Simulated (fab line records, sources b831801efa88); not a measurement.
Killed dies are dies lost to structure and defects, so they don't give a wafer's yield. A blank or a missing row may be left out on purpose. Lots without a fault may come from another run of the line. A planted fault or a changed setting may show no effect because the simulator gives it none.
fab line records | flow sky130 | part 1 of 2: steps 1 to 26 of 37
record lots=5 wafers=15 last_day=49
route steps=708 shown FIELD_ISO@25 NWELL@32 DNWELL@35 PWDE@45
lots that met no fault: from a run of the same line without faults
start_h: hours from the record's first day to the start of the lot's first wafer shown | wait_h: hours since the lot's step before | " the same as in the row above | L1.1+2: a row that stands for several wafers | - no value, or no start given | * or withheld: withheld | < > ~ a bound
route shown NAME@n: a module of which the file shows steps, and the number in the route of the first | usual: mean/standard deviation of fault-free wafers | same: alike in all rows | chamber/n: place in a boat | sites: the reading at each site | _std_site: their standard deviation | _edge_site: outer sites' mean less inner sites' | radius_mm: how far each site lies from the wafer's centre | mask NAME#n: copy n | behind: the tool/chamber that last shaped the wafer | hold: why the lot was held/for how many hours/how that ended | device: the transistor (n, p or np) that didn't switch | end of line: the same wafers' tests at the end of the route | a step without rows: its recipe alone | killed: dies lost to structure and defects at the first sort, not the wafer's yield | map: a wafer's dies, x killed, . not, _ none there
set.NAME: the setting as run; set.NAME@STEP: as run at that earlier step | model.NAME: the simulator's own value behind a step, which no gauge read
lots at some steps of the route; a table a step, a row a wafer
services: from which hour (start_h, from the record's first day; less than 0 if before it) a tool's chamber was out of use, for how many hours, and why
## steps
# step SKY_FIELD_ISO_CVD_24
# recipe material=SiO2 target_thk_nm=595 temp_c=650 sigma_open_frac=0.3 time_s=99.2 sih4_flow_sccm=60 pressure_mtorr=6
# same time_s=99.2
# columns lot.wafer tool chamber start_h wait_h
L075.1+3+5 hdpcvd-02 1,2,1 37.72 0.1
L079.1+4+5 hdpcvd-02 2,2,0 57.49 0.1
L080.2+3+6 hdpcvd-01 1,0,0 60.89 0.0
L086.4+5+6 hdpcvd-01 1,2,0 92.83 0.1
L093.3+5+6 hdpcvd-02 0,0,2 130.74 0.0
# step SKY_FIELD_ISO_THK_MEAS_25
# recipe reads=SiO2_of_FIELD_ISO_CVD_24
# usual FIELD_ISO_CVD_24_THK=597/5.5
# columns lot.wafer tool chamber start_h wait_h FIELD_ISO_CVD_24_THK[nm]
L075.1 film_metro-03 - 37.79 0.0 591
L075.3 " - " " 576
L075.5 " - " " 590
L079.1 film_metro-01 - 57.57 0.0 588
L079.4 " - " " 593
L079.5 " - " " 604
L080.2 film_metro-03 - 60.97 0.0 600
L080.3 " - " " 601
L080.6 " - " " 598
L086.4 film_metro-01 - 92.89 0.0 596
L086.5 " - " " 592
L086.6 " - " " 591
L093.3 film_metro-01 - 130.83 0.1 601
L093.5 " - " " 600
L093.6 " - " " 602
# step SKY_FIELD_ISO_ANNEAL_26
# recipe temp_c=1000 time_s=1800 ambient=N2
# usual tube_center_temp_C=1000/0.099
# same time_s=1800
# columns lot.wafer tool chamber start_h wait_h tube_center_temp_C
L075.1 furnace-01 0 39.05 1.3 1000.1
L075.3 " 0 " " 999.9
L075.5 " 0 " " 999.97
L079.1 furnace-02 0 58.39 0.8 1000
L079.4 " 0 " " 1000.2
L079.5 " 0 " " 1000
L080.2 furnace-01 0 62.34 1.4 1000
L080.3 " 0 " " 999.93
L080.6 " 0 " " 999.92
L086.4 furnace-01 0 94.07 1.2 1000
L086.5 " 0 " " 999.98
L086.6 " 0 " " 999.89
L093.3 furnace-01 0 133.58 2.7 999.87
L093.5 " 0 " " 1000
L093.6 " 0 " " 1000.2
# step SKY_FIELD_ISO_CMP_27
# recipe stop_on=Si3N4 t_overpolish_s=16 down_force_psi=4 platen_rpm=60 target_thk_nm=457.8 pad_velocity_m_s=0.94248
# usual head_pressure_psi=4.000/0.0077 motor_current_A=12.4/1.3 overpolish_run_s=16.001/0.009 time_to_endpoint_s=114/3.4
# columns lot.wafer tool chamber start_h wait_h head_pressure_psi motor_current_A overpolish_run_s time_to_endpoint_s
L075.1 cmp-01 3 40.55 0.0 4.010 10.9 16.001 116
L075.3 " 1 " " 4.001 11.7 16.003 109
L075.5 " 3 " " 3.986 11.2 16.002 114
L079.4 cmp-01 0 59.94 0.1 3.996 13.3 16.013 116
L079.1 " 2 " " 4.001 10.9 16.016 114
L079.5 " 3 " " 4.000 11.6 15.996 120
L080.2 cmp-02 1 63.89 0.1 4.001 12.2 15.995 111
L080.3 " 3 " " 4.005 11.9 16.010 109
L080.6 " 0 " " 3.988 13.4 15.996 108
L086.4 cmp-02 3 95.62 0.1 4.002 12.5 16.013 116
L086.6 " 2 " " 4.001 14.8 16.020 113
L086.5 " 3 " " 4.004 12.1 15.995 116
L093.3 cmp-02 0 135.18 0.1 4.006 13.6 15.990 112
L093.6 " 2 " " 4.003 14.2 15.991 112
L093.5 " 3 " " 3.996 11.4 16.008 114
# step SKY_FIELD_ISO_WET_ETCH_28
# recipe chemistry=dHF target_depth_nm=23.7 target=SiO2 dilution=10:1 temp_c=25 time_s=47
# same time_s=47
# columns lot.wafer tool chamber start_h wait_h
L075.1+3+5 wet_bench-03 1 40.85 0.2
L079.1+4+5 wet_bench-03 0 60.19 0.1
L080.2+3+6 wet_bench-01 0 64.14 0.2
L086.4+5+6 wet_bench-03 3 95.87 0.2
L093.3+5+6 wet_bench-04 1 135.38 0.1
# step SKY_FIELD_ISO_WET_ETCH_29
# recipe chemistry=H3PO4 target_depth_nm=160 target=Si3N4 temp_c=160 time_s=1825
# same time_s=1825
# columns lot.wafer tool chamber start_h wait_h
L075.1+3+5 wet_bench-04 0 40.88 0.0
L079.1+4+5 wet_bench-04 0 60.21 0.0
L080.2+3+6 wet_bench-03 2 64.16 0.0
L086.4+5+6 wet_bench-01 3 95.89 0.0
L093.3+5+6 wet_bench-01 2 135.40 0.0
# step SKY_FIELD_ISO_WET_ETCH_30
# recipe chemistry=dHF target_depth_nm=25 target=SiO2 dilution=10:1 temp_c=25 time_s=50
# same time_s=50
# columns lot.wafer tool chamber start_h wait_h
L075.1+3+5 wet_bench-01 1 41.39 0.0
L079.1+4+5 wet_bench-03 2 60.73 0.0
L080.2+3+6 wet_bench-04 3 64.68 0.0
L086.4+5+6 wet_bench-03 1 96.41 0.0
L093.3+5+6 wet_bench-04 1 135.92 0.0
# step SKY_NWELL_CLEAN_00
# recipe chemistry=SC1/SC2 mix=1:4:20 temp_c=70 time_s=150 dry=n2_spin
# same time_s=150
# columns lot.wafer tool chamber start_h wait_h
L075.1+3+5 wet_bench-03 1 41.42 0.0
L079.1+4+5 wet_bench-01 0 60.75 0.0
L080.2+3+6 wet_bench-03 1 64.70 0.0
L086.4+5+6 wet_bench-04 3 96.43 0.0
L093.3+5+6 wet_bench-01 0 135.94 0.0
# step SKY_NWELL_OXIDATION_01
# recipe temp_c=900 ambient=O2 stabilise_s=600 purge_s=300 target_thk_a=100 ox_time_s=1418
# usual tube_center_temp_C=900/0.082
# columns lot.wafer tool chamber start_h wait_h tube_center_temp_C
L075.1 furnace-01 0 42.07 0.6 899.85
L075.3 " 0 " " 900.04
L075.5 " 0 " " 899.95
L079.1 furnace-02 0 61.56 0.8 899.84
L079.4 " 0 " " 899.89
L079.5 " 0 " " 899.99
L080.2 furnace-01 0 65.25 0.5 899.98
L080.3 " 0 " " 900.04
L080.6 " 0 " " 900.07
L086.4 furnace-01 0 96.48 0.0 900.07
L086.5 " 0 " " 900.03
L086.6 " 0 " " 899.96
L093.3 furnace-01 0 137.51 1.5 899.92
L093.5 " 0 " " 900.02
L093.6 " 0 " " 899.96
# step SKY_NWELL_THK_MEAS_02
# recipe reads=SiO2_of_NWELL_OXIDATION_01
# usual NWELL_OXIDATION_THK=9.94/0.15
# columns lot.wafer tool chamber start_h wait_h NWELL_OXIDATION_THK[nm]
L075.1 film_metro-01 - 43.46 0.0 9.87
L075.3 " - " " 9.95
L075.5 " - " " 9.82
L079.1 film_metro-02 - 62.95 0.0 9.89
L079.4 " - " " 9.62
L079.5 " - " " 9.67
L080.2 film_metro-01 - 66.65 0.0 9.94
L080.3 " - " " 10.07
L080.6 " - " " 10.01
L086.4 film_metro-04 - 97.90 0.0 9.81
L086.5 " - " " 9.71
L086.6 " - " " 9.55
L093.3 film_metro-01 - 138.92 0.0 10.09
L093.5 " - " " 9.98
L093.6 " - " " 9.89
# step SKY_DNWELL_DEHYDRATE_00
# recipe temp_c=200 time_s=60
# usual exhaust_pa=44.9/0.86
# same time_s=60
# columns lot.wafer tool chamber start_h wait_h exhaust_pa
L075.1 litho_track-03 0 50.08 6.6 43.7
L075.3 " 0 " " 45.0
L075.5 " 0 " " 44.6
L079.1 litho_track-03 0 70.63 7.7 43.6
L079.4 " 0 " " 45.2
L079.5 " 0 " " 46.8
L080.2 litho_track-02 0 74.56 7.9 46.0
L080.3 " 0 " " 46.1
L080.6 " 0 " " 45.1
L086.4 litho_track-04 0 106.66 8.8 45.9
L086.5 " 0 " " 46.5
L086.6 " 0 " " 46.9
L093.3 litho_track-04 0 147.89 9.0 45.8
L093.5 " 0 " " 45.1
L093.6 " 0 " " 45.2
# step SKY_DNWELL_HMDS_01
# recipe prime_time_s=60 prime_temp_c=120
# usual exhaust_pa=45.1/0.83 prime_temp_c=120.03/0.16
# columns lot.wafer tool chamber start_h wait_h exhaust_pa prime_temp_c
L075.1 litho_track-03 0 50.23 0.1 44.7 120.12
L075.3 " 0 " " 45.2 120.21
L075.5 " 0 " " 46.0 120.19
L079.1 litho_track-03 0 70.78 0.1 45.2 119.94
L079.4 " 0 " " 46.7 119.89
L079.5 " 0 " " 46.3 120.17
L080.2 litho_track-02 0 74.71 0.1 43.8 120.03
L080.3 " 0 " " 45.8 120.12
L080.6 " 0 " " 45.7 119.92
L086.4 litho_track-04 0 106.81 0.1 44.6 119.82
L086.5 " 0 " " 45.9 120.13
L086.6 " 0 " " 45.6 119.97
L093.3 litho_track-04 0 148.04 0.1 46.2 120.08
L093.5 " 0 " " 44.9 120.04
L093.6 " 0 " " 44.5 119.99
# step SKY_DNWELL_COAT_02
# recipe spin_rpm=2000 resist_thk_nm=3000
# usual exhaust_pa=44.9/0.94
# columns lot.wafer tool chamber start_h wait_h exhaust_pa
L075.1 litho_track-03 0 50.38 0.1 45.1
L075.3 " 0 " " 45.2
L075.5 " 0 " " 45.0
L079.1 litho_track-03 0 70.93 0.1 45.7
L079.4 " 0 " " 45.6
L079.5 " 0 " " 45.8
L080.2 litho_track-02 0 74.86 0.1 43.9
L080.3 " 0 " " 43.2
L080.6 " 0 " " 43.4
L086.4 litho_track-04 0 106.96 0.1 42.9
L086.5 " 0 " " 44.8
L086.6 " 0 " " 44.9
L093.3 litho_track-04 0 148.19 0.1 44.9
L093.5 " 0 " " 45.8
L093.6 " 0 " " 45.2
# step SKY_DNWELL_SOFTBAKE_03
# recipe temp_c=110 time_s=withheld
# usual exhaust_pa=45.0/0.98
# columns lot.wafer tool chamber start_h wait_h exhaust_pa
L075.1 litho_track-03 0 50.53 0.1 44.5
L075.3 " 0 " " 46.0
L075.5 " 0 " " 44.8
L079.1 litho_track-03 0 71.08 0.1 43.3
L079.4 " 0 " " 44.3
L079.5 " 0 " " 44.7
L080.2 litho_track-02 0 75.02 0.1 46.6
L080.3 " 0 " " 46.1
L080.6 " 0 " " 44.6
L086.4 litho_track-04 0 107.14 0.1 45.4
L086.5 " 0 " " 44.8
L086.6 " 0 " " 44.5
L093.3 litho_track-04 0 148.36 0.1 45.5
L093.5 " 0 " " 45.8
L093.6 " 0 " " 44.5
# step SKY_DNWELL_EXPOSE_04
# recipe mask_id=DNM na=0.57 target_cd_nm=3000 dose_mj=222
# usual focus_offset_nm=0.0/0.47 stage_vel_mm_s=500.0/0.3
# columns lot.wafer tool chamber start_h wait_h mask focus_offset_nm stage_vel_mm_s
L075.1 iline_stepper-02 0 - - DNM#0 0.7 499.8
L075.3 " 0 " " DNM#0 -0.3 499.6
L075.5 " 0 " " DNM#0 0.4 499.4
L079.1 iline_stepper-02 0 - - DNM#0 0.7 500.0
L079.4 " 0 " " DNM#0 -0.1 500.0
L079.5 " 0 " " DNM#0 0.7 499.9
L080.2 iline_stepper-01 0 - - DNM#0 0.5 500.0
L080.3 " 0 " " DNM#0 0.1 499.6
L080.6 " 0 " " DNM#0 0.0 499.8
L086.4 iline_stepper-01 0 - - DNM#0 0.4 499.8
L086.5 " 0 " " DNM#0 0.2 500.2
L086.6 " 0 " " DNM#0 -0.1 499.7
L093.3 iline_stepper-01 0 - - DNM#0 0.1 500.1
L093.5 " 0 " " DNM#0 0.5 500.1
L093.6 " 0 " " DNM#0 0.0 500.0
# step SKY_DNWELL_PEB_05
# recipe temp_c=115 time_s=withheld
# usual exhaust_pa=45.0/0.82
# columns lot.wafer tool chamber start_h wait_h exhaust_pa
L075.1 litho_track-04 0 - - 44.9
L075.3 " 0 " " 44.9
L075.5 " 0 " " 45.0
L079.1 litho_track-02 0 - - 44.5
L079.4 " 0 " " 45.1
L079.5 " 0 " " 45.6
L080.2 litho_track-04 0 - - 44.5
L080.3 " 0 " " 44.9
L080.6 " 0 " " 45.3
L086.4 litho_track-03 0 - - 44.1
L086.5 " 0 " " 42.9
L086.6 " 0 " " 44.9
L093.3 litho_track-04 0 - - 45.8
L093.5 " 0 " " 45.2
L093.6 " 0 " " 46.3
# step SKY_DNWELL_DEVELOP_06
# recipe wall_angle_deg=90 developer=TMAH develop_time_s=60 dev_temp_c=23
# usual exhaust_pa=45.1/0.84
# columns lot.wafer tool chamber start_h wait_h exhaust_pa
L075.1 litho_track-04 0 - - 45.1
L075.3 " 0 " " 45.6
L075.5 " 0 " " 44.6
L079.1 litho_track-02 0 - - 45.1
L079.4 " 0 " " 44.8
L079.5 " 0 " " 44.7
L080.2 litho_track-04 0 - - 44.9
L080.3 " 0 " " 44.4
L080.6 " 0 " " 45.8
L086.4 litho_track-03 0 - - 47.2
L086.5 " 0 " " 45.6
L086.6 " 0 " " 46.3
L093.3 litho_track-04 0 - - 44.5
L093.5 " 0 " " 43.7
L093.6 " 0 " " 43.7
# step SKY_DNWELL_IMPLANT_07
# recipe species=P energy_kev=withheld dose_cm2=withheld tilt_deg=withheld
# columns lot.wafer tool chamber start_h wait_h
L075.1+3+5 implanter-01 0 59.09 -
L079.1+4+5 implanter-03 0 79.18 -
L080.2+3+6 implanter-02 0 83.46 -
L086.4+5+6 implanter-03 0 116.15 -
L093.3+5+6 implanter-03 0 158.44 -
# step SKY_DNWELL_STRIP_08
# recipe chemistry=O2/N2 power_w=1400 pressure_mtorr=1500 platen_temp_c=withheld o2_flow_sccm=3000 n2_flow_sccm=300 overash_fraction=0.5
# usual drypump_motor_current_A=5.94/0.26 n2_flow_sccm=300.0/0.89 oes_product_au=0.722/0.0047 strip_time_to_endpoint_s=36.94/0.1
# columns lot.wafer tool chamber start_h wait_h drypump_motor_current_A n2_flow_sccm oes_product_au rf_hours_counter_h strip_time_to_endpoint_s
L075.1 plasma_asher-04 1 59.24 0.1 6.08 301.6 0.716 25 36.83
L075.3 " 1 " " 6.08 299.8 0.721 - 36.89
L075.5 " 0 " " 6.22 300.3 0.724 - 36.90
L079.1 plasma_asher-02 0 79.33 0.1 6.06 299.8 0.716 41 36.93
L079.4 " 1 " " 5.67 300.5 0.717 - 37.02
L079.5 " 1 " " 5.68 301.3 0.719 - 36.92
L080.2 plasma_asher-04 1 83.59 0.1 6.07 300.7 0.717 27 37.03
L080.3 " 0 " " 6.23 299.1 0.721 - 37.07
L080.6 " 1 " " 6.07 301.5 0.723 - 37.10
L086.4 plasma_asher-04 1 116.26 0.1 6.08 299.8 0.719 - 36.77
L086.5 " 0 " " 6.22 299.1 0.721 - 36.74
L086.6 " 1 " " 6.08 301.1 0.719 - 36.85
L093.3 plasma_asher-02 0 158.57 0.1 6.09 300.9 0.721 - 36.88
L093.5 " 0 " " 6.09 301.3 0.728 - 36.99
L093.6 " 1 " " 5.72 300.1 0.724 - 36.81
# step SKY_DNWELL_TW_MEAS_09
# usual DNWELL_TW=1116/17
# columns lot.wafer tool chamber start_h wait_h DNWELL_TW
L075.1 film_metro-02 - 59.34 0.1 1135
L075.3 " - " " 1138
L075.5 " - " " 1143
L079.1 film_metro-01 - 79.43 0.1 1093
L079.4 " - " " 1085
L079.5 " - " " 1090
L080.2 film_metro-04 - 83.70 0.1 1112
L080.3 " - " " 1106
L080.6 " - " " 1106
L086.4 film_metro-01 - 116.36 0.1 1097
L086.5 " - " " 1095
L086.6 " - " " 1094
L093.3 film_metro-02 - 158.66 0.1 1131
L093.5 " - " " 1136
L093.6 " - " " 1138
# step SKY_PWDE_DEHYDRATE_00
# recipe temp_c=200 time_s=60
# usual exhaust_pa=45.0/0.88
# same time_s=60
# columns lot.wafer tool chamber start_h wait_h exhaust_pa
L075.1 litho_track-02 0 66.83 7.5 45.1
L075.3 " 0 " " 45.0
L075.5 " 0 " " 45.1
L079.1 litho_track-04 0 87.44 8.0 45.6
L079.4 " 0 " " 45.2
L079.5 " 0 " " 46.2
L080.2 litho_track-04 0 92.26 8.6 43.8
L080.3 " 0 " " 44.8
L080.6 " 0 " " 43.9
L086.4 litho_track-04 0 124.76 8.4 44.3
L086.5 " 0 " " 43.7
L086.6 " 0 " " 43.7
L093.3 litho_track-04 0 167.29 8.6 44.5
L093.5 " 0 " " 44.6
L093.6 " 0 " " 44.6
# step SKY_PWDE_HMDS_01
# recipe prime_time_s=60 prime_temp_c=120
# usual exhaust_pa=44.8/0.81 prime_temp_c=120.02/0.13
# columns lot.wafer tool chamber start_h wait_h exhaust_pa prime_temp_c
L075.1 litho_track-02 0 66.98 0.1 46.5 120.04
L075.3 " 0 " " 46.1 119.74
L075.5 " 0 " " 45.5 120.03
L079.1 litho_track-04 0 87.59 0.1 44.5 120.32
L079.4 " 0 " " 46.3 120.12
L079.5 " 0 " " 45.0 120.03
L080.2 litho_track-04 0 92.41 0.1 44.9 120.08
L080.3 " 0 " " 43.0 120.27
L080.6 " 0 " " 43.5 119.93
L086.4 litho_track-04 0 124.91 0.1 44.2 120.02
L086.5 " 0 " " 44.8 120.22
L086.6 " 0 " " 44.9 119.90
L093.3 litho_track-04 0 167.44 0.1 45.6 120.11
L093.5 " 0 " " 45.3 120.15
L093.6 " 0 " " 44.8 120.07
# step SKY_PWDE_COAT_02
# recipe spin_rpm=2000 resist_thk_nm=3000
# usual exhaust_pa=44.9/0.95
# columns lot.wafer tool chamber start_h wait_h exhaust_pa
L075.1 litho_track-02 0 67.13 0.1 43.6
L075.3 " 0 " " 44.8
L075.5 " 0 " " 42.8
L079.1 litho_track-04 0 87.74 0.1 44.2
L079.4 " 0 " " 43.6
L079.5 " 0 " " 44.6
L080.2 litho_track-04 0 92.56 0.1 44.2
L080.3 " 0 " " 45.9
L080.6 " 0 " " 45.2
L086.4 litho_track-04 0 125.06 0.1 44.6
L086.5 " 0 " " 45.3
L086.6 " 0 " " 43.2
L093.3 litho_track-04 0 167.59 0.1 44.5
L093.5 " 0 " " 46.3
L093.6 " 0 " " 44.5
# step SKY_PWDE_SOFTBAKE_03
# recipe temp_c=110 time_s=withheld
# usual exhaust_pa=45.3/1.1
# columns lot.wafer tool chamber start_h wait_h exhaust_pa
L075.1 litho_track-02 0 67.28 0.1 43.4
L075.3 " 0 " " 45.0
L075.5 " 0 " " 45.3
L079.1 litho_track-04 0 87.89 0.1 45.1
L079.4 " 0 " " 45.7
L079.5 " 0 " " 44.5
L080.2 litho_track-04 0 92.72 0.1 46.1
L080.3 " 0 " " 46.4
L080.6 " 0 " " 45.5
L086.4 litho_track-04 0 125.24 0.1 45.1
L086.5 " 0 " " 47.6
L086.6 " 0 " " 46.2
L093.3 litho_track-04 0 167.76 0.1 46.9
L093.5 " 0 " " 45.7
L093.6 " 0 " " 46.4
# step SKY_PWDE_EXPOSE_04
# recipe mask_id=PWDEM na=0.6 source_shape=conventional sigma_outer=0.6 polarization=unpolarized target_cd_nm=840 dose_mj=214
# usual focus_offset_nm=0.1/0.54 stage_vel_mm_s=500.00/0.25
# columns lot.wafer tool chamber start_h wait_h mask focus_offset_nm stage_vel_mm_s
L075.1 iline_stepper-01 0 - - PWDEM#0 0.9 500.12
L075.3 " 0 " " PWDEM#0 1.1 500.08
L075.5 " 0 " " PWDEM#0 0.2 499.55
L079.1 iline_stepper-01 0 - - PWDEM#0 0.6 499.99
L079.4 " 0 " " PWDEM#0 -0.1 500.01
L079.5 " 0 " " PWDEM#0 -0.5 499.59
L080.2 iline_stepper-02 0 - - PWDEM#0 -0.3 499.79
L080.3 " 0 " " PWDEM#0 0.1 499.94
L080.6 " 0 " " PWDEM#0 0.7 499.88
L086.4 iline_stepper-01 0 - - PWDEM#0 -0.8 500.11
L086.5 " 0 " " PWDEM#0 -0.4 499.73
L086.6 " 0 " " PWDEM#0 0.5 500.08
L093.3 iline_stepper-01 0 - - PWDEM#0 0.1 499.96
L093.5 " 0 " " PWDEM#0 0.9 500.00
L093.6 " 0 " " PWDEM#0 -0.1 500.13
# step SKY_PWDE_PEB_05
# recipe temp_c=115 time_s=withheld
# usual exhaust_pa=45.0/0.86
# columns lot.wafer tool chamber start_h wait_h exhaust_pa
L075.1 litho_track-01 0 - - 44.3
L075.3 " 0 " " 44.9
L075.5 " 0 " " 43.5
L079.1 litho_track-01 0 - - 44.6
L079.4 " 0 " " 46.3
L079.5 " 0 " " 46.3
L080.2 litho_track-04 0 - - 45.5
L080.3 " 0 " " 45.9
L080.6 " 0 " " 45.8
L086.4 litho_track-02 0 - - 44.4
L086.5 " 0 " " 44.2
L086.6 " 0 " " 44.2
L093.3 litho_track-02 0 - - 45.7
L093.5 " 0 " " 43.7
L093.6 " 0 " " 44.7
